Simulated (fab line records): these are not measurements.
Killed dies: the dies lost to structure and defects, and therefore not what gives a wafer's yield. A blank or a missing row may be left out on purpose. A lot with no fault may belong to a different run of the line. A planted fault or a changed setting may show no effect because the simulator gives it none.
fab line records :: flow sky130
[record]
  lots = 13
  wafers = 39
  last_day = 50
route steps=708 shown METAL1@438 VIA1@471 METAL2@488 PAD_OPEN@708
lots untouched by any fault: they come from a run of this same line in which no faults occurred
start_h: the number of hours between the record's first day and the start of the first shown wafer of the lot :: wait_h: hours from the lot's prior step to this one :: " unchanged from the row above :: L1.1+2: one row covering several wafers at once :: - no value, or no start given :: * or withheld: withheld :: < > ~ a bound
route shown NAME@n: NAME is a module with steps in the file, n the number in the route of the first one :: usual: the fault-free wafers' mean and standard deviation :: same: alike in all rows :: chamber/n: place in a boat :: sites: the reading at each site :: _std_site: their standard deviation :: _edge_site: the outer-site mean with the inner-site mean subtracted :: radius_mm: how far each site lies from the wafer's centre :: mask NAME#n: copy n :: behind: tool/chamber where the wafer was last shaped :: hold: why the lot was held/for how many hours/how that ended :: device: the n, p or np transistor that did not switch :: end of line: at the end of the route, the tests of the same wafers :: a step with no rows: only its recipe :: killed: dies lost to structure and defects at the first sort, not the wafer's yield :: map: shows each die of a wafer: x if killed, . if not, _ if none is there
set.NAME: the run value of the setting; set.NAME@STEP: its run value at that earlier step :: model.NAME: the simulator's own value behind a step, which no gauge read
one table for each step of the route and one row for each wafer, over a sample of lots
services: a tool's chamber out of use, with start hour (start_h, from the record's first day; less than 0 if before it), hours out, and reason
[[steps]]
[step SKY_METAL1_SPUTTER_04]
[recipe]
  material = TiN
  target_thk_nm = 70
  power_w = 6500
  time_s = 58.3
  chamber_pressure_pa = 0.4
[usual]
  throttle_valve_pct = 30.3/0.85
[same]
  time_s = 58.3
lot.wafer: L340.1
tool: pvd_sputter-02
chamber: -
start_h: 735.65
wait_h: 0.0
throttle_valve_pct: 29.8

lot.wafer: L340.3
tool: pvd_sputter-02
chamber: -
start_h: 735.65
wait_h: 0.0
throttle_valve_pct: 30.6

lot.wafer: L340.6
tool: pvd_sputter-02
chamber: -
start_h: 735.65
wait_h: 0.0
throttle_valve_pct: 31.0

lot.wafer: L341.1
tool: pvd_sputter-03
chamber: -
start_h: 739.14
wait_h: 0.0
throttle_valve_pct: 29.9

lot.wafer: L341.3
tool: pvd_sputter-03
chamber: -
start_h: 739.14
wait_h: 0.0
throttle_valve_pct: 29.8

lot.wafer: L341.6
tool: pvd_sputter-03
chamber: -
start_h: 739.14
wait_h: 0.0
throttle_valve_pct: 29.1

lot.wafer: L342.1
tool: pvd_sputter-02
chamber: -
start_h: 755.83
wait_h: 0.0
throttle_valve_pct: 30.4

lot.wafer: L342.3
tool: pvd_sputter-02
chamber: -
start_h: 755.83
wait_h: 0.0
throttle_valve_pct: 29.9

lot.wafer: L342.4
tool: pvd_sputter-02
chamber: -
start_h: 755.83
wait_h: 0.0
throttle_valve_pct: 29.7

lot.wafer: L343.1
tool: pvd_sputter-03
chamber: -
start_h: 768.65
wait_h: 0.0
throttle_valve_pct: 29.9

lot.wafer: L343.2
tool: pvd_sputter-03
chamber: -
start_h: 768.65
wait_h: 0.0
throttle_valve_pct: 29.3

lot.wafer: L343.5
tool: pvd_sputter-03
chamber: -
start_h: 768.65
wait_h: 0.0
throttle_valve_pct: 29.9

lot.wafer: L344.1
tool: pvd_sputter-02
chamber: -
start_h: 770.81
wait_h: 0.0
throttle_valve_pct: 29.7

lot.wafer: L344.3
tool: pvd_sputter-02
chamber: -
start_h: 770.81
wait_h: 0.0
throttle_valve_pct: 30.6

lot.wafer: L344.6
tool: pvd_sputter-02
chamber: -
start_h: 770.81
wait_h: 0.0
throttle_valve_pct: 29.8

lot.wafer: L348.1
tool: pvd_sputter-02
chamber: -
start_h: 808.03
wait_h: 0.0
throttle_valve_pct: 29.7

lot.wafer: L348.2
tool: pvd_sputter-02
chamber: -
start_h: 808.03
wait_h: 0.0
throttle_valve_pct: 30.6

lot.wafer: L348.3
tool: pvd_sputter-02
chamber: -
start_h: 808.03
wait_h: 0.0
throttle_valve_pct: 30.7

lot.wafer: L351.1
tool: pvd_sputter-01
chamber: -
start_h: 830.89
wait_h: 0.0
throttle_valve_pct: 29.5

lot.wafer: L351.3
tool: pvd_sputter-01
chamber: -
start_h: 830.89
wait_h: 0.0
throttle_valve_pct: 31.6

lot.wafer: L351.6
tool: pvd_sputter-01
chamber: -
start_h: 830.89
wait_h: 0.0
throttle_valve_pct: 29.3

lot.wafer: L355.3
tool: pvd_sputter-02
chamber: -
start_h: 867.32
wait_h: 0.0
throttle_valve_pct: 29.7

lot.wafer: L355.4
tool: pvd_sputter-02
chamber: -
start_h: 867.32
wait_h: 0.0
throttle_valve_pct: 30.2

lot.wafer: L355.5
tool: pvd_sputter-02
chamber: -
start_h: 867.32
wait_h: 0.0
throttle_valve_pct: 30.8

lot.wafer: L357.3
tool: pvd_sputter-01
chamber: -
start_h: 869.30
wait_h: 0.0
throttle_valve_pct: 31.0

lot.wafer: L357.5
tool: pvd_sputter-01
chamber: -
start_h: 869.30
wait_h: 0.0
throttle_valve_pct: 30.8

lot.wafer: L357.6
tool: pvd_sputter-01
chamber: -
start_h: 869.30
wait_h: 0.0
throttle_valve_pct: 31.7

lot.wafer: L359.2
tool: pvd_sputter-02
chamber: -
start_h: 885.26
wait_h: 0.0
throttle_valve_pct: 30.5

lot.wafer: L359.5
tool: pvd_sputter-02
chamber: -
start_h: 885.26
wait_h: 0.0
throttle_valve_pct: 30.8

lot.wafer: L359.6
tool: pvd_sputter-02
chamber: -
start_h: 885.26
wait_h: 0.0
throttle_valve_pct: 30.1

lot.wafer: L361.2
tool: pvd_sputter-01
chamber: -
start_h: 894.76
wait_h: 0.0
throttle_valve_pct: 31.0

lot.wafer: L361.4
tool: pvd_sputter-01
chamber: -
start_h: 894.76
wait_h: 0.0
throttle_valve_pct: 31.6

lot.wafer: L361.5
tool: pvd_sputter-01
chamber: -
start_h: 894.76
wait_h: 0.0
throttle_valve_pct: 30.7

lot.wafer: L360.1
tool: pvd_sputter-01
chamber: -
start_h: 902.69
wait_h: 0.0
throttle_valve_pct: 29.3

lot.wafer: L360.4
tool: pvd_sputter-01
chamber: -
start_h: 902.69
wait_h: 0.0
throttle_valve_pct: 31.8

lot.wafer: L360.5
tool: pvd_sputter-01
chamber: -
start_h: 902.69
wait_h: 0.0
throttle_valve_pct: 31.6

lot.wafer: L362.1
tool: pvd_sputter-01
chamber: -
start_h: 911.15
wait_h: 0.0
throttle_valve_pct: 31.0

lot.wafer: L362.5
tool: pvd_sputter-01
chamber: -
start_h: 911.15
wait_h: 0.0
throttle_valve_pct: 31.1

lot.wafer: L362.6
tool: pvd_sputter-01
chamber: -
start_h: 911.15
wait_h: 0.0
throttle_valve_pct: 32.0
[step SKY_VIA1_OVL_MEAS_13]
[usual]
  VIA1_OVL = -2/4.8
lot.wafer: L340.1
tool: overlay-02
chamber: -
start_h: 790.90
wait_h: 0.1
VIA1_OVL[nm]: -3

lot.wafer: L340.3
tool: overlay-02
chamber: -
start_h: 790.90
wait_h: 0.1
VIA1_OVL[nm]: -7

lot.wafer: L340.6
tool: overlay-02
chamber: -
start_h: 790.90
wait_h: 0.1
VIA1_OVL[nm]: -7

lot.wafer: L341.1
tool: overlay-01
chamber: -
start_h: 794.55
wait_h: 0.1
VIA1_OVL[nm]: -6

lot.wafer: L341.3
tool: overlay-01
chamber: -
start_h: 794.55
wait_h: 0.1
VIA1_OVL[nm]: -4

lot.wafer: L341.6
tool: overlay-01
chamber: -
start_h: 794.55
wait_h: 0.1
VIA1_OVL[nm]: -7

lot.wafer: L342.1
tool: overlay-01
chamber: -
start_h: 811.15
wait_h: 0.1
VIA1_OVL[nm]: -10

lot.wafer: L342.3
tool: overlay-01
chamber: -
start_h: 811.15
wait_h: 0.1
VIA1_OVL[nm]: -2

lot.wafer: L342.4
tool: overlay-01
chamber: -
start_h: 811.15
wait_h: 0.1
VIA1_OVL[nm]: -6

lot.wafer: L343.1
tool: overlay-01
chamber: -
start_h: 823.32
wait_h: 0.1
VIA1_OVL[nm]: 2

lot.wafer: L343.2
tool: overlay-01
chamber: -
start_h: 823.32
wait_h: 0.1
VIA1_OVL[nm]: 9

lot.wafer: L343.5
tool: overlay-01
chamber: -
start_h: 823.32
wait_h: 0.1
VIA1_OVL[nm]: -4

lot.wafer: L344.1
tool: overlay-02
chamber: -
start_h: 825.37
wait_h: 0.1
VIA1_OVL[nm]: -3

lot.wafer: L344.3
tool: overlay-02
chamber: -
start_h: 825.37
wait_h: 0.1
VIA1_OVL[nm]: 0

lot.wafer: L344.6
tool: overlay-02
chamber: -
start_h: 825.37
wait_h: 0.1
VIA1_OVL[nm]: -1

lot.wafer: L348.1
tool: overlay-01
chamber: -
start_h: 862.92
wait_h: 0.1
VIA1_OVL[nm]: -6

lot.wafer: L348.2
tool: overlay-01
chamber: -
start_h: 862.92
wait_h: 0.1
VIA1_OVL[nm]: -10

lot.wafer: L348.3
tool: overlay-01
chamber: -
start_h: 862.92
wait_h: 0.1
VIA1_OVL[nm]: -1

lot.wafer: L351.1
tool: overlay-01
chamber: -
start_h: 885.07
wait_h: 0.1
VIA1_OVL[nm]: -1

lot.wafer: L351.3
tool: overlay-01
chamber: -
start_h: 885.07
wait_h: 0.1
VIA1_OVL[nm]: 8

lot.wafer: L351.6
tool: overlay-01
chamber: -
start_h: 885.07
wait_h: 0.1
VIA1_OVL[nm]: -2

lot.wafer: L355.3
tool: overlay-01
chamber: -
start_h: 918.93
wait_h: 0.1
VIA1_OVL[nm]: 0

lot.wafer: L355.4
tool: overlay-01
chamber: -
start_h: 918.93
wait_h: 0.1
VIA1_OVL[nm]: -6

lot.wafer: L355.5
tool: overlay-01
chamber: -
start_h: 918.93
wait_h: 0.1
VIA1_OVL[nm]: -2

lot.wafer: L357.3
tool: overlay-02
chamber: -
start_h: 922.31
wait_h: 0.1
VIA1_OVL[nm]: 2

lot.wafer: L357.5
tool: overlay-02
chamber: -
start_h: 922.31
wait_h: 0.1
VIA1_OVL[nm]: -2

lot.wafer: L357.6
tool: overlay-02
chamber: -
start_h: 922.31
wait_h: 0.1
VIA1_OVL[nm]: 2

lot.wafer: L359.2
tool: overlay-02
chamber: -
start_h: 937.12
wait_h: 0.1
VIA1_OVL[nm]: 3

lot.wafer: L359.5
tool: overlay-02
chamber: -
start_h: 937.12
wait_h: 0.1
VIA1_OVL[nm]: 1

lot.wafer: L359.6
tool: overlay-02
chamber: -
start_h: 937.12
wait_h: 0.1
VIA1_OVL[nm]: 6

lot.wafer: L361.2
tool: overlay-02
chamber: -
start_h: 946.60
wait_h: 0.1
VIA1_OVL[nm]: 2

lot.wafer: L361.4
tool: overlay-02
chamber: -
start_h: 946.60
wait_h: 0.1
VIA1_OVL[nm]: -8

lot.wafer: L361.5
tool: overlay-02
chamber: -
start_h: 946.60
wait_h: 0.1
VIA1_OVL[nm]: -3

lot.wafer: L360.1
tool: overlay-02
chamber: -
start_h: 954.10
wait_h: 0.1
VIA1_OVL[nm]: 4

lot.wafer: L360.4
tool: overlay-02
chamber: -
start_h: 954.10
wait_h: 0.1
VIA1_OVL[nm]: -3

lot.wafer: L360.5
tool: overlay-02
chamber: -
start_h: 954.10
wait_h: 0.1
VIA1_OVL[nm]: 8

lot.wafer: L362.1
tool: overlay-01
chamber: -
start_h: 963.42
wait_h: 0.1
VIA1_OVL[nm]: -6

lot.wafer: L362.5
tool: overlay-01
chamber: -
start_h: 963.42
wait_h: 0.1
VIA1_OVL[nm]: -2

lot.wafer: L362.6
tool: overlay-01
chamber: -
start_h: 963.42
wait_h: 0.1
VIA1_OVL[nm]: -13
[step SKY_METAL2_RS_MEAS_05]
[recipe]
  thk_meas_gauge = four-point-probe
  reads = TiN_of_METAL2_SPUTTER_04+Ti_of_METAL2_SPUTTER_03+AlCu_of_METAL2_SPUTTER_02+TiN_of_METAL2_SPUTTER_01+Ti_of_METAL2_SPUTTER_00
[usual]
  METAL2_ALCU_RS = 0.1273/0.0013
lot.wafer: L340.1
tool: film_metro-01
chamber: -
start_h: 792.39
wait_h: 0.0
METAL2_ALCU_RS[ohm/sq]: 0.1284

lot.wafer: L340.3
tool: film_metro-01
chamber: -
start_h: 792.39
wait_h: 0.0
METAL2_ALCU_RS[ohm/sq]: 0.1272

lot.wafer: L340.6
tool: film_metro-01
chamber: -
start_h: 792.39
wait_h: 0.0
METAL2_ALCU_RS[ohm/sq]: 0.1284

lot.wafer: L341.1
tool: film_metro-03
chamber: -
start_h: 796.04
wait_h: 0.0
METAL2_ALCU_RS[ohm/sq]: 0.1271

lot.wafer: L341.3
tool: film_metro-03
chamber: -
start_h: 796.04
wait_h: 0.0
METAL2_ALCU_RS[ohm/sq]: 0.1240

lot.wafer: L341.6
tool: film_metro-03
chamber: -
start_h: 796.04
wait_h: 0.0
METAL2_ALCU_RS[ohm/sq]: 0.1265

lot.wafer: L342.1
tool: film_metro-03
chamber: -
start_h: 812.67
wait_h: 0.0
METAL2_ALCU_RS[ohm/sq]: 0.1279

lot.wafer: L342.3
tool: film_metro-03
chamber: -
start_h: 812.67
wait_h: 0.0
METAL2_ALCU_RS[ohm/sq]: 0.1284

lot.wafer: L342.4
tool: film_metro-03
chamber: -
start_h: 812.67
wait_h: 0.0
METAL2_ALCU_RS[ohm/sq]: 0.1269

lot.wafer: L343.1
tool: film_metro-03
chamber: -
start_h: 824.83
wait_h: 0.0
METAL2_ALCU_RS[ohm/sq]: 0.1265

lot.wafer: L343.2
tool: film_metro-03
chamber: -
start_h: 824.83
wait_h: 0.0
METAL2_ALCU_RS[ohm/sq]: 0.1273

lot.wafer: L343.5
tool: film_metro-03
chamber: -
start_h: 824.83
wait_h: 0.0
METAL2_ALCU_RS[ohm/sq]: 0.1266

lot.wafer: L344.1
tool: film_metro-01
chamber: -
start_h: 826.86
wait_h: 0.0
METAL2_ALCU_RS[ohm/sq]: 0.1272

lot.wafer: L344.3
tool: film_metro-01
chamber: -
start_h: 826.86
wait_h: 0.0
METAL2_ALCU_RS[ohm/sq]: 0.1267

lot.wafer: L344.6
tool: film_metro-01
chamber: -
start_h: 826.86
wait_h: 0.0
METAL2_ALCU_RS[ohm/sq]: 0.1272

lot.wafer: L348.1
tool: film_metro-02
chamber: -
start_h: 864.41
wait_h: 0.0
METAL2_ALCU_RS[ohm/sq]: 0.1252

lot.wafer: L348.2
tool: film_metro-02
chamber: -
start_h: 864.41
wait_h: 0.0
METAL2_ALCU_RS[ohm/sq]: 0.1272

lot.wafer: L348.3
tool: film_metro-02
chamber: -
start_h: 864.41
wait_h: 0.0
METAL2_ALCU_RS[ohm/sq]: 0.1263

lot.wafer: L351.1
tool: film_metro-01
chamber: -
start_h: 886.65
wait_h: 0.0
METAL2_ALCU_RS[ohm/sq]: 0.1286

lot.wafer: L351.3
tool: film_metro-01
chamber: -
start_h: 886.65
wait_h: 0.0
METAL2_ALCU_RS[ohm/sq]: 0.1280

lot.wafer: L351.6
tool: film_metro-01
chamber: -
start_h: 886.65
wait_h: 0.0
METAL2_ALCU_RS[ohm/sq]: 0.1272

lot.wafer: L355.3
tool: film_metro-01
chamber: -
start_h: 920.45
wait_h: 0.1
METAL2_ALCU_RS[ohm/sq]: 0.1290

lot.wafer: L355.4
tool: film_metro-01
chamber: -
start_h: 920.45
wait_h: 0.1
METAL2_ALCU_RS[ohm/sq]: 0.1295

lot.wafer: L355.5
tool: film_metro-01
chamber: -
start_h: 920.45
wait_h: 0.1
METAL2_ALCU_RS[ohm/sq]: 0.1288

lot.wafer: L357.3
tool: film_metro-03
chamber: -
start_h: 923.83
wait_h: 0.1
METAL2_ALCU_RS[ohm/sq]: 0.1280

lot.wafer: L357.5
tool: film_metro-03
chamber: -
start_h: 923.83
wait_h: 0.1
METAL2_ALCU_RS[ohm/sq]: 0.1273

lot.wafer: L357.6
tool: film_metro-03
chamber: -
start_h: 923.83
wait_h: 0.1
METAL2_ALCU_RS[ohm/sq]: 0.1274

lot.wafer: L359.2
tool: film_metro-01
chamber: -
start_h: 938.62
wait_h: 0.0
METAL2_ALCU_RS[ohm/sq]: 0.1261

lot.wafer: L359.5
tool: film_metro-01
chamber: -
start_h: 938.62
wait_h: 0.0
METAL2_ALCU_RS[ohm/sq]: 0.1243

lot.wafer: L359.6
tool: film_metro-01
chamber: -
start_h: 938.62
wait_h: 0.0
METAL2_ALCU_RS[ohm/sq]: 0.1270

lot.wafer: L361.2
tool: film_metro-01
chamber: -
start_h: 948.13
wait_h: 0.0
METAL2_ALCU_RS[ohm/sq]: 0.1285

lot.wafer: L361.4
tool: film_metro-01
chamber: -
start_h: 948.13
wait_h: 0.0
METAL2_ALCU_RS[ohm/sq]: 0.1273

lot.wafer: L361.5
tool: film_metro-01
chamber: -
start_h: 948.13
wait_h: 0.0
METAL2_ALCU_RS[ohm/sq]: 0.1286

lot.wafer: L360.1
tool: film_metro-02
chamber: -
start_h: 955.60
wait_h: 0.0
METAL2_ALCU_RS[ohm/sq]: 0.1270

lot.wafer: L360.4
tool: film_metro-02
chamber: -
start_h: 955.60
wait_h: 0.0
METAL2_ALCU_RS[ohm/sq]: 0.1270

lot.wafer: L360.5
tool: film_metro-02
chamber: -
start_h: 955.60
wait_h: 0.0
METAL2_ALCU_RS[ohm/sq]: 0.1274

lot.wafer: L362.1
tool: film_metro-01
chamber: -
start_h: 965.38
wait_h: 0.0
METAL2_ALCU_RS[ohm/sq]: 0.1256

lot.wafer: L362.5
tool: film_metro-01
chamber: -
start_h: 965.38
wait_h: 0.0
METAL2_ALCU_RS[ohm/sq]: 0.1275

lot.wafer: L362.6
tool: film_metro-01
chamber: -
start_h: 965.38
wait_h: 0.0
METAL2_ALCU_RS[ohm/sq]: 0.1270
[step SKY_METAL2_SOFTBAKE_11]
[recipe]
  temp_c = 100
  time_s = 90
  resist = KrF-thick
[usual]
  heater_power_total_W = 57.35/0.11
  run_length_s = 119.2/0.32
lot.wafer: L340.1
tool: litho_track-03
chamber: 0
start_h: 805
wait_h: -
heater_power_total_W: 57.26
run_length_s: 119.8

lot.wafer: L340.3
tool: litho_track-03
chamber: 0
start_h: 805
wait_h: -
heater_power_total_W: 57.19
run_length_s: 119.6

lot.wafer: L340.6
tool: litho_track-03
chamber: 0
start_h: 805
wait_h: -
heater_power_total_W: 57.20
run_length_s: 119.5

lot.wafer: L341.1
tool: litho_track-02
chamber: 0
start_h: 809
wait_h: -
heater_power_total_W: 57.43
run_length_s: 118.8

lot.wafer: L341.3
tool: litho_track-02
chamber: 0
start_h: 809
wait_h: -
heater_power_total_W: 57.36
run_length_s: 118.8

lot.wafer: L341.6
tool: litho_track-02
chamber: 0
start_h: 809
wait_h: -
heater_power_total_W: 57.29
run_length_s: 119.0

lot.wafer: L342.1
tool: litho_track-03
chamber: 0
start_h: 825
wait_h: -
heater_power_total_W: 57.28
run_length_s: 119.6

lot.wafer: L342.3
tool: litho_track-03
chamber: 0
start_h: 825
wait_h: -
heater_power_total_W: 57.34
run_length_s: 119.5

lot.wafer: L342.4
tool: litho_track-03
chamber: 0
start_h: 826
wait_h: -
heater_power_total_W: 57.31
run_length_s: 119.7

lot.wafer: L343.1
tool: litho_track-04
chamber: 0
start_h: 837
wait_h: -
heater_power_total_W: 57.46
run_length_s: 119.1

lot.wafer: L343.2
tool: litho_track-04
chamber: 0
start_h: 837
wait_h: -
heater_power_total_W: 57.39
run_length_s: 119.2

lot.wafer: L343.5
tool: litho_track-04
chamber: 0
start_h: 838
wait_h: -
heater_power_total_W: 57.22
run_length_s: 118.9

lot.wafer: L344.1
tool: litho_track-02
chamber: 0
start_h: 839
wait_h: -
heater_power_total_W: 57.37
run_length_s: 119.2

lot.wafer: L344.3
tool: litho_track-02
chamber: 0
start_h: 839
wait_h: -
heater_power_total_W: 57.42
run_length_s: 118.9

lot.wafer: L344.6
tool: litho_track-02
chamber: 0
start_h: 839
wait_h: -
heater_power_total_W: 57.23
run_length_s: 118.8

lot.wafer: L348.1
tool: litho_track-03
chamber: 0
start_h: 877
wait_h: -
heater_power_total_W: 58.06
run_length_s: 116.6

lot.wafer: L348.2
tool: litho_track-03
chamber: 0
start_h: 877
wait_h: -
heater_power_total_W: 58.00
run_length_s: 116.7

lot.wafer: L348.3
tool: litho_track-03
chamber: 0
start_h: 877
wait_h: -
heater_power_total_W: 58.02
run_length_s: 116.7

lot.wafer: L351.1
tool: litho_track-03
chamber: 0
start_h: 899
wait_h: -
heater_power_total_W: 57.85
run_length_s: 116.5

lot.wafer: L351.3
tool: litho_track-03
chamber: 0
start_h: 899
wait_h: -
heater_power_total_W: 58.03
run_length_s: 116.6

lot.wafer: L351.6
tool: litho_track-03
chamber: 0
start_h: 899
wait_h: -
heater_power_total_W: 57.90
run_length_s: 116.5

lot.wafer: L355.3
tool: litho_track-02
chamber: 0
start_h: 932
wait_h: -
heater_power_total_W: 57.54
run_length_s: 118.8

lot.wafer: L355.4
tool: litho_track-02
chamber: 0
start_h: 932
wait_h: -
heater_power_total_W: 57.40
run_length_s: 118.9

lot.wafer: L355.5
tool: litho_track-02
chamber: 0
start_h: 932
wait_h: -
heater_power_total_W: 57.24
run_length_s: 118.9

lot.wafer: L357.3
tool: litho_track-04
chamber: 0
start_h: 936
wait_h: -
heater_power_total_W: 57.17
run_length_s: 119.1

lot.wafer: L357.5
tool: litho_track-04
chamber: 0
start_h: 936
wait_h: -
heater_power_total_W: 57.48
run_length_s: 119.1

lot.wafer: L357.6
tool: litho_track-04
chamber: 0
start_h: 936
wait_h: -
heater_power_total_W: 57.38
run_length_s: 119.0

lot.wafer: L359.2
tool: litho_track-04
chamber: 0
start_h: 950
wait_h: -
heater_power_total_W: 57.23
run_length_s: 118.9

lot.wafer: L359.5
tool: litho_track-04
chamber: 0
start_h: 950
wait_h: -
heater_power_total_W: 57.28
run_length_s: 118.9

lot.wafer: L359.6
tool: litho_track-04
chamber: 0
start_h: 950
wait_h: -
heater_power_total_W: 57.18
run_length_s: 119.1

lot.wafer: L361.2
tool: litho_track-02
chamber: 0
start_h: 960
wait_h: -
heater_power_total_W: 57.22
run_length_s: 119.1

lot.wafer: L361.4
tool: litho_track-02
chamber: 0
start_h: 960
wait_h: -
heater_power_total_W: 57.21
run_length_s: 118.8

lot.wafer: L361.5
tool: litho_track-02
chamber: 0
start_h: 960
wait_h: -
heater_power_total_W: 57.29
run_length_s: 118.9

lot.wafer: L360.1
tool: litho_track-03
chamber: 0
start_h: 967
wait_h: -
heater_power_total_W: 57.44
run_length_s: 119.5

lot.wafer: L360.4
tool: litho_track-03
chamber: 0
start_h: 967
wait_h: -
heater_power_total_W: 57.12
run_length_s: 119.4

lot.wafer: L360.5
tool: litho_track-03
chamber: 0
start_h: 967
wait_h: -
heater_power_total_W: 57.50
run_length_s: 119.5

lot.wafer: L362.1
tool: litho_track-04
chamber: 0
start_h: 977
wait_h: -
heater_power_total_W: 57.48
run_length_s: 119.0

lot.wafer: L362.5
tool: litho_track-04
chamber: 0
start_h: 977
wait_h: -
heater_power_total_W: 57.33
run_length_s: 118.9

lot.wafer: L362.6
tool: litho_track-04
chamber: 0
start_h: 977
wait_h: -
heater_power_total_W: 57.52
run_length_s: 119.1
[step SKY_PAD_OPEN_PROBE_99]
[usual]
  defect_limited_yield = 82.4/1.9
  killed_at_M0_to_M3 = 43/7.1
  killed_at_M4_up = 3.2/1.7
  killed_at_contacts = 24/5.6
  killed_at_front_end = 16/5
  killed_at_other = 0.4/0.68
  killed_dies = 86/9.3
  killed_open = 47/7.1
  killed_short = 39/5.7
  sort_bin_3_pad_short = 0.9/0.38
  sort_bin_5_function = 10.4/1.5
  sort_bin_6_memory = 6.3/1.3
  sort_n_pass = 406/9.3
  sort_yield_pct = 82.4/1.9
[same]
  gross_dies = 492
  killed_at_back_side = 0
  sort_bin_4_leakage[%] = 0
  sort_bin_8_speed[%] = 0
lot.wafer: L343.1
tool: prober-02
chamber: -
start_h: 1099.20
wait_h: 0.1
defect_limited_yield[%]: 84.3
killed_at_M0_to_M3: 33
killed_at_M4_up: 1
killed_at_contacts: 18
killed_at_front_end: 25
killed_at_other: 0
killed_dies: 77
killed_open: 46
killed_short: 31
sort_bin_3_pad_short[%]: 1.2
sort_bin_5_function[%]: 8.9
sort_bin_6_memory[%]: 5.5
sort_n_pass: 415
sort_yield_pct[%]: 84.3

lot.wafer: L343.2
tool: prober-02
chamber: -
start_h: 1099.25
wait_h: 0.1
defect_limited_yield[%]: 82.7
killed_at_M0_to_M3: 50
killed_at_M4_up: 2
killed_at_contacts: 22
killed_at_front_end: 10
killed_at_other: 1
killed_dies: 85
killed_open: 50
killed_short: 34
sort_bin_3_pad_short[%]: 0.2
sort_bin_5_function[%]: 10.2
sort_bin_6_memory[%]: 6.9
sort_n_pass: 407
sort_yield_pct[%]: 82.7

lot.wafer: L343.5
tool: prober-02
chamber: -
start_h: 1099.40
wait_h: 0.2
defect_limited_yield[%]: 83.9
killed_at_M0_to_M3: 42
killed_at_M4_up: 2
killed_at_contacts: 20
killed_at_front_end: 15
killed_at_other: 0
killed_dies: 79
killed_open: 42
killed_short: 37
sort_bin_3_pad_short[%]: 0.6
sort_bin_5_function[%]: 8.7
sort_bin_6_memory[%]: 6.7
sort_n_pass: 413
sort_yield_pct[%]: 83.9

lot.wafer: L359.2
tool: prober-02
chamber: -
start_h: 1182.16
wait_h: 0.1
defect_limited_yield[%]: 80.9
killed_at_M0_to_M3: 49
killed_at_M4_up: 2
killed_at_contacts: 29
killed_at_front_end: 14
killed_at_other: 0
killed_dies: 94
killed_open: 51
killed_short: 42
sort_bin_3_pad_short[%]: 0.6
sort_bin_5_function[%]: 11.6
sort_bin_6_memory[%]: 6.9
sort_n_pass: 398
sort_yield_pct[%]: 80.9

lot.wafer: L359.5
tool: prober-02
chamber: -
start_h: 1182.31
wait_h: 0.2
defect_limited_yield[%]: 79.7
killed_at_M0_to_M3: 43
killed_at_M4_up: 5
killed_at_contacts: 23
killed_at_front_end: 29
killed_at_other: 0
killed_dies: 100
killed_open: 58
killed_short: 42
sort_bin_3_pad_short[%]: 1.0
sort_bin_5_function[%]: 10.4
sort_bin_6_memory[%]: 8.9
sort_n_pass: 392
sort_yield_pct[%]: 79.7

lot.wafer: L359.6
tool: prober-02
chamber: -
start_h: 1182.36
wait_h: 0.2
defect_limited_yield[%]: 82.1
killed_at_M0_to_M3: 36
killed_at_M4_up: 5
killed_at_contacts: 27
killed_at_front_end: 20
killed_at_other: 0
killed_dies: 88
killed_open: 46
killed_short: 41
sort_bin_3_pad_short[%]: 1.0
sort_bin_5_function[%]: 11.2
sort_bin_6_memory[%]: 5.7
sort_n_pass: 404
sort_yield_pct[%]: 82.1
// killed by level:class
L343.1 CONTACT:geometric_particle:open=10 VIA1:geometric_particle:open=8 FIELD_ISO:geometric_particle:short=7 FIELD_ISO:geometric_particle:open=5 VIA3:geometric_particle:open=5 POLY_GATE:geometric_particle:open=4 LI_CONTACT:geometric_particle:open=4 METAL1:geometric_particle:short=4
L343.2 VIA3:geometric_particle:open=13 CONTACT:geometric_particle:open=8 METAL2:geometric_particle:short=8 VIA1:geometric_particle:open=8 LI_CONTACT:geometric_particle:open=6 VIA2:geometric_particle:open=6 LOCAL_INTERCONNECT:geometric_particle:short=5 METAL1:geometric_particle:short=4
L343.5 VIA1:geometric_particle:open=13 FIELD_ISO:geometric_particle:short=6 CONTACT:geometric_particle:open=6 VIA2:geometric_particle:open=6 VIA3:geometric_particle:open=6 LI_CONTACT:geometric_particle:open=5 LOCAL_INTERCONNECT:geometric_particle:short=5 POLY_GATE:geometric_particle:short=4
L359.2 VIA1:geometric_particle:open=14 LI_CONTACT:geometric_particle:open=9 CONTACT:geometric_particle:open=9 LOCAL_INTERCONNECT:geometric_particle:short=7 METAL2:geometric_particle:short=6 METAL1:geometric_particle:short=6 VIA1:geometric_particle:short=6 FIELD_ISO:geometric_particle:short=5
L359.5 VIA1:geometric_particle:open=12 CONTACT:geometric_particle:open=11 VIA2:geometric_particle:open=9 POLY_GATE:geometric_particle:short=6 FIELD_ISO:geometric_particle:open=5 POLY_GATE:geometric_particle:open=5 LI_CONTACT:geometric_particle:open=5 METAL2:geometric_particle:short=5
L359.6 CONTACT:geometric_particle:open=10 VIA1:geometric_particle:open=8 VIA1:geometric_particle:short=7 LOCAL_INTERCONNECT:geometric_particle:short=7 FIELD_ISO:geometric_particle:short=5 VIA2:geometric_particle:open=5 FIELD_ISO:geometric_particle:open=4 VIA3:geometric_particle:open=4
[[services]]
tool: pvd_sputter-02
chamber: -
start_h: 777.74
hours: 1.8
kind: repair

tool: pvd_sputter-01
chamber: -
start_h: 813.63
hours: 1.2
kind: repair

tool: pvd_sputter-02
chamber: -
start_h: 831.83
hours: 20.9
kind: repair

tool: pvd_sputter-02
chamber: -
start_h: 839.97
hours: 14.8
kind: repair

tool: pvd_sputter-03
chamber: -
start_h: 878.35
hours: 8.0
kind: repair

tool: pvd_sputter-03
chamber: -
start_h: 898.38
hours: 2.3
kind: repair

tool: pvd_sputter-03
chamber: -
start_h: 932.08
hours: 5.2
kind: repair

tool: pvd_sputter-01
chamber: -
start_h: 953.33
hours: 2.4
kind: repair

tool: pvd_sputter-03
chamber: -
start_h: 958.48
hours: 1.5
kind: repair
[[key]]
[first_sign]
  step = SKY_METAL2_SOFTBAKE_11
  reading = run_length_s
  direction = down
  sigmas = 8.2
  usual = *
  struck = *
[effect]
  step = SKY_METAL2_SOFTBAKE_11
  reading = heater_power_total_W
  direction = up
  sigmas = 5.5
  usual = *
  struck = *
met_at SKY_METAL2_SOFTBAKE_11
struck_lots L348,L351
not_acting_at SKY_METAL1_SPUTTER_04,SKY_VIA1_OVL_MEAS_13,SKY_METAL2_RS_MEAS_05
onset_between 825 877
[fault]
  kind = process_parameter_drift
  tool = litho_track-03
  chamber = -
  onset_h = 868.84
  steps = SKY_METAL2_SOFTBAKE_11
  channel = time_s
  offset = *
  shape = step
  end_h = 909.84
  acts_in = *
  stated = *
